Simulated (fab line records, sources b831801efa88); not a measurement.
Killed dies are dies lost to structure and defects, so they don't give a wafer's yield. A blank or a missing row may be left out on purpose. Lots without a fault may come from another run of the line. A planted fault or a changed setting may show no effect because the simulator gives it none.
fab line records | flow gf180mcu
record lots=24 wafers=72 last_day=34
route steps=602 shown VT_IMPLANT@132 SALICIDE@284 M1@330 M2@378 M3@424 V3@432
lots that met no fault: from a run of the same line without faults
start_h: hours from the record's first day to the start of the lot's first wafer shown | wait_h: hours since the lot's step before | " the same as in the row above | L1.1+2: a row that stands for several wafers | - no value, or no start given | * or withheld: withheld | < > ~ a bound
route shown NAME@n: a module of which the file shows steps, and the number in the route of the first | usual: mean/standard deviation of fault-free wafers | same: alike in all rows | chamber/n: place in a boat | sites: the reading at each site | _std_site: their standard deviation | _edge_site: outer sites' mean less inner sites' | radius_mm: how far each site lies from the wafer's centre | mask NAME#n: copy n | behind: the tool/chamber that last shaped the wafer | hold: why the lot was held/for how many hours/how that ended | device: the transistor (n, p or np) that didn't switch | end of line: the same wafers' tests at the end of the route | a step without rows: its recipe alone | killed: dies lost to structure and defects at the first sort, not the wafer's yield | map: a wafer's dies, x killed, . not, _ none there
set.NAME: the setting as run; set.NAME@STEP: as run at that earlier step | model.NAME: the simulator's own value behind a step, which no gauge read
steps of the route over a sample of lots; a table a step, a row a wafer
services: from which hour (start_h, from the record's first day; less than 0 if before it) a tool's chamber was out of use, for how many hours, and why
## steps
# step GF_VT_IMPLANT_STRIP_42
# recipe chemistry=O2/N2 power_w=1400 pressure_mtorr=1500 platen_temp_c=250 o2_flow_sccm=3000 n2_flow_sccm=300 overash_fraction=0.5
# usual drypump_motor_current_A=5.8/0.5 heater_power_w=358/42 oes_product_au=0.716/0.0046 strip_time_to_endpoint_s=12.63/0.031
# columns lot.wafer tool chamber start_h wait_h drypump_motor_current_A heater_power_w oes_product_au rf_hours_counter_h strip_time_to_endpoint_s
L074.2 plasma_asher-03 0 158.49 0.1 6.2 411 0.705 55 12.67
L074.4 " 1 " " 4.9 307 0.716 - 12.64
L074.5 " 0 " " 6.2 414 0.720 - 12.65
L075.2 plasma_asher-03 1 163.59 0.1 4.9 296 0.718 57 12.64
L075.4 " 1 " " 4.9 301 0.716 - 12.60
L075.5 " 1 " " 4.9 305 0.712 - 12.60
L076.1 plasma_asher-01 1 170.95 0.1 5.9 350 0.712 48 12.54
L076.4 " 1 " " 5.9 356 0.717 - 12.60
L076.5 " 0 " " 5.6 358 0.717 - 12.58
L077.1 plasma_asher-03 1 178.05 0.1 4.9 309 0.719 58 12.61
L077.3 " 0 " " 6.2 420 0.708 - 12.63
L077.4 " 1 " " 4.9 306 0.717 - 12.61
L078.3 plasma_asher-04 0 184.28 0.1 6.1 309 0.722 - 12.67
L078.4 " 1 " " 6.7 434 0.716 - 12.67
L078.5 " 0 " " 6.1 313 0.711 - 12.70
L079.2 plasma_asher-03 1 189.29 0.1 4.9 289 0.725 60 12.61
L079.3 " 0 " " 6.2 419 0.715 - 12.60
L079.6 " 1 " " 4.9 311 0.712 - 12.64
L080.1 plasma_asher-01 1 195.14 0.1 5.9 343 0.720 51 12.67
L080.4 " 0 " " 5.6 364 0.719 - 12.67
L080.5 " 1 " " 5.9 341 0.720 - 12.66
L081.1 plasma_asher-01 1 205.85 0.1 5.9 357 0.710 52 12.67
L081.5 " 0 " " 5.6 355 0.716 - 12.68
L081.6 " 1 " " 5.9 349 0.719 - 12.61
L082.1 plasma_asher-01 1 211.49 0.1 5.9 354 0.731 52 12.60
L082.2 " 0 " " 5.6 365 0.715 52 12.57
L082.3 " 1 " " 5.9 349 0.715 - 12.55
L083.1 plasma_asher-03 1 216.34 0.1 4.9 304 0.716 62 12.62
L083.4 " 1 " " 4.9 302 0.720 - 12.59
L083.5 " 1 " " 4.9 294 0.712 - 12.64
L084.2 plasma_asher-01 1 221.44 0.1 5.9 346 0.716 54 12.61
L084.4 " 0 " " 5.6 353 0.713 - 12.65
L084.5 " 1 " " 5.9 349 0.719 - 12.61
L085.1 plasma_asher-03 1 228.74 0.1 4.9 299 0.723 64 12.65
L085.2 " 0 " " 6.2 405 0.712 64 12.67
L085.3 " 1 " " 4.9 296 0.716 - 12.61
L086.4 plasma_asher-04 1 237.58 0.1 6.6 433 0.722 - 12.60
L086.5 " 0 " " 6.1 309 0.713 - 12.63
L086.6 " 1 " " 6.6 428 0.715 - 12.64
L087.1 plasma_asher-04 0 242.35 0.1 6.1 310 0.721 45 12.64
L087.2 " 1 " " 6.6 426 0.715 45 12.66
L087.6 " 1 " " 6.6 434 0.717 - 12.60
L088.1 plasma_asher-01 0 250.59 0.1 5.6 362 0.713 57 12.66
L088.2 " 1 " " 5.9 342 0.712 57 12.65
L088.4 " 0 " " 5.6 364 0.721 - 12.66
L089.1 plasma_asher-01 0 256.34 0.1 5.6 362 0.715 57 12.65
L089.2 " 1 " " 5.9 350 0.711 57 12.65
L089.4 " 1 " " 5.9 345 0.721 - 12.67
L090.1 plasma_asher-01 0 265.19 0.1 5.6 364 0.718 58 12.61
L090.2 " 1 " " 5.9 346 0.714 58 12.65
L090.6 " 0 " " 5.6 365 0.713 - 12.65
L091.2 plasma_asher-01 1 273.35 0.1 5.9 352 0.720 59 12.63
L091.3 " 1 " " 5.9 349 0.719 - 12.64
L091.5 " 1 " " 5.9 354 0.711 - 12.67
L092.2 plasma_asher-04 1 277.55 0.1 6.7 435 0.721 47 12.66
L092.3 " 1 " " 6.6 424 0.719 - 12.64
L092.4 " 0 " " 6.1 310 0.717 - 12.66
L093.4 plasma_asher-04 0 286.42 0.1 6.1 311 0.711 - 12.67
L093.5 " 0 " " 6.1 310 0.713 - 12.65
L093.6 " 1 " " 6.6 434 0.724 - 12.64
L094.1 plasma_asher-03 1 289.54 0.1 4.9 305 0.718 71 12.66
L094.3 " 1 " " 4.9 299 0.707 - 12.64
L094.5 " 1 " " 4.9 306 0.718 - 12.64
L095.1 plasma_asher-01 1 296.69 0.1 5.9 340 0.714 62 12.62
L095.2 " 0 " " 5.6 364 0.713 62 12.63
L095.3 " 1 " " 5.9 352 0.724 - 12.63
L096.2 plasma_asher-03 0 304.69 0.1 6.2 414 0.711 72 12.59
L096.3 " 1 " " 4.9 312 0.718 - 12.61
L096.6 " 1 " " 4.9 302 0.713 - 12.62
L097.3 plasma_asher-01 0 310.82 0.1 5.6 361 0.714 - 12.62
L097.4 " 1 " " 5.9 348 0.719 - 12.65
L097.5 " 0 " " 5.6 362 0.711 - 12.63
# step GF_SALICIDE_RTA_06
# recipe temp_c=530 time_s=30 ambient=N2
# usual lamp_power_pct=6.69/0.27 wafer_temp_C_max=532.6/0.56
# columns lot.wafer tool chamber start_h wait_h lamp_power_pct wafer_temp_C_max
L074.2 rtp_anneal-01 0 343.15 0.1 6.44 532.9
L074.4 " 0 " " 6.45 532.5
L074.5 " 0 " " 6.45 532.4
L075.2 rtp_anneal-02 0 348.54 0.1 6.99 532.5
L075.4 " 0 " " 6.99 532.3
L075.5 " 0 " " 7.00 532.4
L076.1 rtp_anneal-01 0 356.20 0.1 6.44 532.2
L076.4 " 0 " " 6.44 532.1
L076.5 " 0 " " 6.45 532.2
L077.1 rtp_anneal-02 0 366.40 0.1 6.98 533.0
L077.3 " 0 " " 7.00 533.3
L077.4 " 0 " " 6.99 533.3
L078.3 rtp_anneal-02 0 376.65 0.1 6.99 533.8
L078.4 " 0 " " 7.00 532.7
L078.5 " 0 " " 6.98 533.5
L079.2 rtp_anneal-01 0 385.62 0.1 6.45 532.1
L079.3 " 0 " " 6.44 532.1
L079.6 " 0 " " 6.45 531.3
L080.1 rtp_anneal-02 0 388.80 0.1 6.97 532.4
L080.4 " 0 " " 6.99 531.9
L080.5 " 0 " " 6.99 532.5
L081.1 rtp_anneal-02 0 402.93 0.1 7.00 532.7
L081.5 " 0 " " 6.99 533.5
L081.6 " 0 " " 6.99 533.2
L082.1 rtp_anneal-02 0 411.43 0.1 7.00 533.7
L082.2 " 0 " " 6.98 532.4
L082.3 " 0 " " 6.99 533.1
L083.1 rtp_anneal-01 0 416.78 0.1 6.45 532.3
L083.4 " 0 " " 6.43 532.3
L083.5 " 0 " " 6.44 531.7
L084.2 rtp_anneal-01 0 423.85 0.1 6.43 532.6
L084.4 " 0 " " 6.44 532.6
L084.5 " 0 " " 6.44 533.3
L085.1 rtp_anneal-01 0 432.85 0.1 6.44 532.8
L085.2 " 0 " " 6.44 532.5
L085.3 " 0 " " 6.44 532.4
L086.4 rtp_anneal-01 0 443.33 0.1 6.45 531.6
L086.5 " 0 " " 6.44 532.2
L086.6 " 0 " " 6.45 531.3
L087.1 rtp_anneal-02 0 453.01 0.1 6.99 533.1
L087.2 " 0 " " 6.99 533.5
L087.6 " 0 " " 7.00 533.4
L088.1 rtp_anneal-01 0 462.04 0.1 6.44 532.4
L088.2 " 0 " " 6.45 532.0
L088.4 " 0 " " 6.44 532.1
L089.1 rtp_anneal-02 0 469.39 0.1 6.99 532.8
L089.2 " 0 " " 6.99 533.4
L089.4 " 0 " " 6.98 532.7
L090.1 rtp_anneal-01 0 483.84 0.1 6.44 532.0
L090.2 " 0 " " 6.44 532.1
L090.6 " 0 " " 6.44 532.0
L091.2 rtp_anneal-01 0 492.60 0.1 6.44 532.1
L091.3 " 0 " " 6.44 531.8
L091.5 " 0 " " 6.45 532.0
L092.2 rtp_anneal-01 0 494.61 0.1 6.44 532.9
L092.3 " 0 " " 6.44 532.2
L092.4 " 0 " " 6.44 533.4
L093.4 rtp_anneal-01 0 505.19 0.1 6.44 532.4
L093.5 " 0 " " 6.44 532.0
L093.6 " 0 " " 6.44 531.8
L094.1 rtp_anneal-01 0 510.66 0.1 6.43 532.3
L094.3 " 0 " " 6.45 531.9
L094.5 " 0 " " 6.44 532.8
L095.1 rtp_anneal-02 0 519.76 0.1 6.98 533.1
L095.2 " 0 " " 6.99 532.8
L095.3 " 0 " " 7.00 533.0
L096.2 rtp_anneal-02 0 526.28 0.1 6.99 532.5
L096.3 " 0 " " 6.99 533.5
L096.6 " 0 " " 6.99 533.0
L097.3 rtp_anneal-02 0 532.97 0.1 7.00 533.0
L097.4 " 0 " " 7.00 533.2
L097.5 " 0 " " 7.00 532.4
# step GF_M1_OVL_MEAS_15
# usual M1_OVL=1/5.5
# columns lot.wafer tool chamber start_h wait_h M1_OVL[nm]
L074.2 overlay-01 - 390.22 0.1 -6
L074.4 " - " " 0
L074.5 " - " " 2
L075.2 overlay-01 - 395.88 0.1 1
L075.4 " - " " 2
L075.5 " - " " -6
L076.1 overlay-01 - 405.42 0.1 -4
L076.4 " - " " 0
L076.5 " - " " -6
L077.1 overlay-02 - 414.92 0.1 3
L077.3 " - " " 3
L077.4 " - " " -2
L078.3 overlay-01 - 426.39 0.1 -1
L078.4 " - " " -5
L078.5 " - " " -4
L079.2 overlay-02 - 436.07 0.1 4
L079.3 " - " " 5
L079.6 " - " " 5
L080.1 overlay-01 - 438.77 0.1 2
L080.4 " - " " 4
L080.5 " - " " 3
L081.1 overlay-01 - 453.67 0.1 -3
L081.5 " - " " 1
L081.6 " - " " -6
L082.1 overlay-02 - 462.68 0.1 -4
L082.2 " - " " -3
L082.3 " - " " -1
L083.1 overlay-02 - 468.07 0.1 12
L083.4 " - " " 3
L083.5 " - " " 11
L084.2 overlay-01 - 474.78 0.1 4
L084.4 " - " " 6
L084.5 " - " " 8
L085.1 overlay-02 - 483.57 0.1 0
L085.2 " - " " 11
L085.3 " - " " 4
L086.4 overlay-01 - 494.83 0.1 -13
L086.5 " - " " -13
L086.6 " - " " -8
L087.1 overlay-02 - 503.77 0.1 5
L087.2 " - " " 2
L087.6 " - " " 7
L088.1 overlay-02 - 511.92 0.1 1
L088.2 " - " " 7
L088.4 " - " " 3
L089.1 overlay-01 - 518.72 0.1 -8
L089.2 " - " " -3
L089.4 " - " " -1
L090.1 overlay-02 - 532.82 0.1 11
L090.2 " - " " 5
L090.6 " - " " 5
L091.2 overlay-02 - 540.68 0.1 -5
L091.3 " - " " -5
L091.5 " - " " -8
L092.2 overlay-02 - 543.43 0.1 -1
L092.3 " - " " -2
L092.4 " - " " 0
L093.4 overlay-02 - 552.99 0.1 7
L093.5 " - " " 6
L093.6 " - " " 0
L094.1 overlay-01 - 558.83 0.1 11
L094.3 " - " " 8
L094.5 " - " " 7
L095.1 overlay-01 - 567.90 0.1 6
L095.2 " - " " 10
L095.3 " - " " 7
L096.2 overlay-01 - 576.82 0.1 2
L096.3 " - " " 2
L096.6 " - " " 3
L097.3 overlay-02 - 579.43 0.1 4
L097.4 " - " " 1
L097.5 " - " " 3
# step GF_M2_METAL_ETCH_16
# recipe chemistry=Cl2/BCl3 mask_material=KrF target_depth_nm=750.8 stop_on=SiO2 pressure_mtorr=8 icp_w=800 bias_w=140 Cl2_flow_sccm=80 bcl3_flow_sccm=40 time_s=125.1
# usual drypump_motor_current_A=5.7/0.39 oes_product_au=0.990/0.0071 throttle_valve_pct=28.230/0.0099
# columns lot.wafer tool chamber start_h wait_h drypump_motor_current_A oes_product_au rf_hours_counter_h throttle_valve_pct
L074.2 rie_metal-04 0 441.35 0.1 5.7 0.984 - 28.239
L074.4 " 0 " " 5.7 0.982 - 28.242
L074.5 " 0 " " 5.7 0.977 - 28.241
L075.2 rie_metal-04 1 448.01 0.0 5.9 0.998 0 28.213
L075.4 " 0 " " 5.7 0.978 - 28.242
L075.5 " 0 " " 5.7 0.979 - 28.243
L076.1 rie_metal-04 1 456.60 0.0 5.9 1.000 0 28.228
L076.4 " 0 " " 5.7 0.982 - 28.241
L076.5 " 1 " " 5.9 0.994 - 28.240
L077.1 rie_metal-04 0 466.06 0.0 5.7 0.974 12 28.247
L077.3 " 1 " " 5.9 0.995 - 28.226
L077.4 " 0 " " 5.7 0.980 - 28.247
L078.3 rie_metal-04 0 477.81 0.1 5.7 0.985 - 28.244
L078.4 " 1 " " 5.9 0.995 - 28.224
L078.5 " 1 " " 5.9 1.000 - 28.225
L079.2 rie_metal-03 1 487.99 0.1 6.3 0.994 - 28.236
L079.3 " 1 " " 6.3 0.995 - 28.223
L079.6 " 1 " " 6.3 0.993 - 28.220
L080.1 rie_metal-01 0 489.71 0.0 5.2 1.000 14 28.212
L080.4 " 1 " " 4.9 0.998 - 28.230
L080.5 " 1 " " 4.9 0.990 - 28.231
L081.1 rie_metal-04 0 505.25 0.0 5.7 0.977 13 28.256
L081.5 " 1 " " 5.9 0.996 - 28.229
L081.6 " 0 " " 5.7 0.981 - 28.251
L082.1 rie_metal-01 0 513.71 0.0 5.2 0.999 14 28.219
L082.2 " 1 " " 4.9 0.987 11 28.234
L082.3 " 1 " " 4.9 0.997 - 28.223
L083.1 rie_metal-01 1 518.81 0.0 4.9 0.991 11 28.215
L083.4 " 0 " " 5.2 0.996 - 28.227
L083.5 " 0 " " 5.2 0.991 - 28.236
L084.2 rie_metal-04 1 525.04 0.1 5.9 0.991 - 28.234
L084.4 " 1 " " 5.9 0.989 - 28.238
L084.5 " 1 " " 5.9 1.005 - 28.230
L085.1 rie_metal-01 1 533.81 0.0 4.9 0.997 12 28.234
L085.2 " 1 " " 4.9 0.990 - 28.236
L085.3 " 1 " " 4.9 0.986 - 28.237
L086.4 rie_metal-04 0 544.45 0.1 5.6 0.996 - 28.231
L086.5 " 0 " " 5.7 0.993 - 28.229
L086.6 " 1 " " 5.9 0.998 - 28.222
L087.1 rie_metal-04 1 552.70 0.0 5.9 1.005 4 28.241
L087.2 " 0 " " 5.7 0.991 1 28.226
L087.6 " 1 " " 5.9 0.996 - 28.214
L088.1 rie_metal-04 1 559.81 0.0 5.9 0.998 4 28.232
L088.2 " 0 " " 5.6 0.979 1 28.230
L088.4 " 1 " " 5.9 0.988 - 28.216
L089.1 rie_metal-04 0 566.95 0.0 5.7 0.986 1 28.229
L089.2 " 1 " " 5.9 0.985 4 28.222
L089.4 " 1 " " 5.9 0.994 - 28.218
L090.1 rie_metal-03 1 581.66 0.0 6.3 0.990 13 28.222
L090.2 " 0 " " 5.8 0.996 9 28.218
L090.6 " 0 " " 5.8 0.993 - 28.233
L091.2 rie_metal-03 0 587.51 0.0 5.9 0.981 9 28.227
L091.3 " 1 " " 6.3 0.992 - 28.219
L091.5 " 1 " " 6.3 0.987 - 28.215
L092.2 rie_metal-04 0 590.06 0.0 5.7 0.999 2 28.212
L092.3 " 0 " " 5.6 0.994 - 28.227
L092.4 " 1 " " 5.9 0.991 - 28.227
L093.4 rie_metal-03 1 599.90 0.1 6.3 0.992 - 28.241
L093.5 " 1 " " 6.3 0.998 - 28.225
L093.6 " 0 " " 5.9 0.991 - 28.234
L094.1 rie_metal-04 0 605.91 0.0 5.6 0.992 3 28.221
L094.3 " 0 " " 5.7 0.997 - 28.229
L094.5 " 0 " " 5.6 0.988 - 28.231
L095.1 rie_metal-03 0 614.01 0.0 5.8 0.988 11 28.235
L095.2 " 0 " " 5.8 0.991 - 28.233
L095.3 " 0 " " 5.8 0.987 - 28.239
L096.2 rie_metal-01 0 622.56 0.0 5.2 0.995 2 28.243
L096.3 " 1 " " 4.9 0.984 - 28.228
L096.6 " 1 " " 4.9 0.990 - 28.217
L097.3 rie_metal-03 0 625.29 0.1 5.8 0.994 - 28.220
L097.4 " 0 " " 5.8 0.997 - 28.233
L097.5 " 0 " " 5.8 0.990 - 28.225
# step GF_M3_OVL_MEAS_15
# usual M3_OVL=-2/5.8
# columns lot.wafer tool chamber start_h wait_h M3_OVL[nm]
L074.2 overlay-02 - 493.58 0.1 -8
L074.4 " - " " -7
L074.5 " - " " -4
L075.2 overlay-02 - 499.58 0.1 -2
L075.4 " - " " -1
L075.5 " - " " -2
L076.1 overlay-02 - 506.78 0.1 0
L076.4 " - " " 0
L076.5 " - " " 1
L077.1 overlay-02 - 516.78 0.1 -5
L077.3 " - " " -8
L077.4 " - " " -13
L078.3 overlay-01 - 527.79 0.1 -12
L078.4 " - " " -7
L078.5 " - " " -21
L079.2 overlay-02 - 537.42 0.1 -3
L079.3 " - " " -3
L079.6 " - " " 2
L080.1 overlay-01 - 539.32 0.1 -7
L080.4 " - " " -3
L080.5 " - " " -3
L081.1 overlay-02 - 554.53 0.1 -2
L081.5 " - " " 3
L081.6 " - " " 1
L082.1 overlay-02 - 562.21 0.1 7
L082.2 " - " " 0
L082.3 " - " " 2
L083.1 overlay-01 - 566.88 0.1 5
L083.4 " - " " 3
L083.5 " - " " 10
L084.2 overlay-02 - 572.48 0.1 -5
L084.4 " - " " -1
L084.5 " - " " -5
L085.1 overlay-01 - 581.97 0.1 0
L085.2 " - " " 0
L085.3 " - " " -5
L086.4 overlay-01 - 591.79 0.1 -1
L086.5 " - " " -3
L086.6 " - " " -1
L087.1 overlay-02 - 598.71 0.1 -5
L087.2 " - " " -3
L087.6 " - " " 4
L088.1 overlay-01 - 606.57 0.1 -11
L088.2 " - " " -19
L088.4 " - " " -18
L089.1 overlay-02 - 612.67 0.1 -1
L089.2 " - " " -5
L089.4 " - " " -8
L090.1 overlay-01 - 626.67 0.1 -1
L090.2 " - " " -5
L090.6 " - " " -4
L091.2 overlay-01 - 632.02 0.1 1
L091.3 " - " " -2
L091.5 " - " " 4
L092.2 overlay-01 - 635.57 0.1 1
L092.3 " - " " -3
L092.4 " - " " -7
L093.4 overlay-02 - 644.60 0.1 -2
L093.5 " - " " -7
L093.6 " - " " 4
L094.1 overlay-02 - 650.76 0.1 -9
L094.3 " - " " -8
L094.5 " - " " -5
L095.1 overlay-01 - 657.02 0.1 3
L095.2 " - " " 7
L095.3 " - " " 6
L096.2 overlay-02 - 665.02 0.1 3
L096.3 " - " " 2
L096.6 " - " " -1
L097.3 overlay-02 - 667.49 0.1 1
L097.4 " - " " 5
L097.5 " - " " -4
# step GF_V3_THK_MEAS_03
# recipe reads=SiO2_of_V3_CVD_02
# usual V3_CVD_02_THK=847/13
# columns lot.wafer tool chamber start_h wait_h V3_CVD_02_THK[nm]
L074.2 film_metro-01 - 494.53 0.0 835
L074.4 " - " " 847
L074.5 " - " " 864
L075.2 film_metro-01 - 500.49 0.0 842
L075.4 " - " " 851
L075.5 " - " " 848
L076.1 film_metro-03 - 507.71 0.0 849
L076.4 " - " " 858
L076.5 " - " " 862
L077.1 film_metro-02 - 517.68 0.0 817
L077.3 " - " " 826
L077.4 " - " " 837
L078.3 film_metro-01 - 528.71 0.1 834
L078.4 " - " " 854
L078.5 " - " " 849
L079.2 film_metro-01 - 538.49 0.0 842
L079.3 " - " " 849
L079.6 " - " " 859
L080.1 film_metro-03 - 540.23 0.0 850
L080.4 " - " " 836
L080.5 " - " " 871
L081.1 film_metro-03 - 555.55 0.0 842
L081.5 " - " " 849
L081.6 " - " " 865
L082.1 film_metro-03 - 563.24 0.0 851
L082.2 " - " " 848
L082.3 " - " " 847
L083.1 film_metro-02 - 567.78 0.0 830
L083.4 " - " " 830
L083.5 " - " " 835
L084.2 film_metro-01 - 573.38 0.0 844
L084.4 " - " " 851
L084.5 " - " " 853
L085.1 film_metro-02 - 582.90 0.1 850
L085.2 " - " " 857
L085.3 " - " " 854
L086.4 film_metro-01 - 592.89 0.1 861
L086.5 " - " " 860
L086.6 " - " " 871
L087.1 film_metro-03 - 599.65 0.0 844
L087.2 " - " " 852
L087.6 " - " " 863
L088.1 film_metro-01 - 607.50 0.0 848
L088.2 " - " " 845
L088.4 " - " " 871
L089.1 film_metro-02 - 613.57 0.0 852
L089.2 " - " " 822
L089.4 " - " " 864
L090.1 film_metro-03 - 627.74 0.0 850
L090.2 " - " " 837
L090.6 " - " " 862
L091.2 film_metro-03 - 633.13 0.0 841
L091.3 " - " " 820
L091.5 " - " " 831
L092.2 film_metro-03 - 636.67 0.0 824
L092.3 " - " " 837
L092.4 " - " " 832
L093.4 film_metro-02 - 645.51 0.0 861
L093.5 " - " " 841
L093.6 " - " " 858
L094.1 film_metro-02 - 651.66 0.0 848
L094.3 " - " " 845
L094.5 " - " " 850
L095.1 film_metro-01 - 657.92 0.0 830
L095.2 " - " " 827
L095.3 " - " " 847
L096.2 film_metro-02 - 665.93 0.0 832
L096.3 " - " " 826
L096.6 " - " " 847
L097.3 film_metro-01 - 668.39 0.1 831
L097.4 " - " " 844
L097.5 " - " " 859
## services
# columns tool chamber start_h hours kind
plasma_asher-01 - 136.60 28.4 pm
rie_metal-03 - 139.18 0.8 repair
rie_metal-04 0 155.01 5.3 repair
rie_metal-04 - 187.86 2.8 pm
rie_metal-03 1 240.64 10.4 repair
rie_metal-03 1 287.79 4.2 repair
rie_metal-03 0 291.96 14.5 repair
rie_metal-03 - 362.53 1.4 pm
plasma_asher-03 - 386.89 0.8 repair
rtp_anneal-01 - 402.53 1.0 pm
rie_metal-04 0 413.55 14.7 repair
plasma_asher-01 - 421.25 9.0 pm
plasma_asher-01 - 431.96 9.9 repair
rie_metal-04 - 440.90 0.3 repair
plasma_asher-01 - 468.45 2.2 repair
plasma_asher-01 - 512.88 2.8 pm
plasma_asher-01 - 531.99 4.9 repair
rtp_anneal-01 - 533.66 84.0 pm
plasma_asher-01 - 563.42 0.8 repair
plasma_asher-03 - 570.17 25.4 repair
plasma_asher-03 - 575.25 6.3 repair
plasma_asher-01 - 587.28 4.3 pm
plasma_asher-03 - 602.59 2.8 pm
plasma_asher-03 - 607.05 7.1 repair
## key
fault none
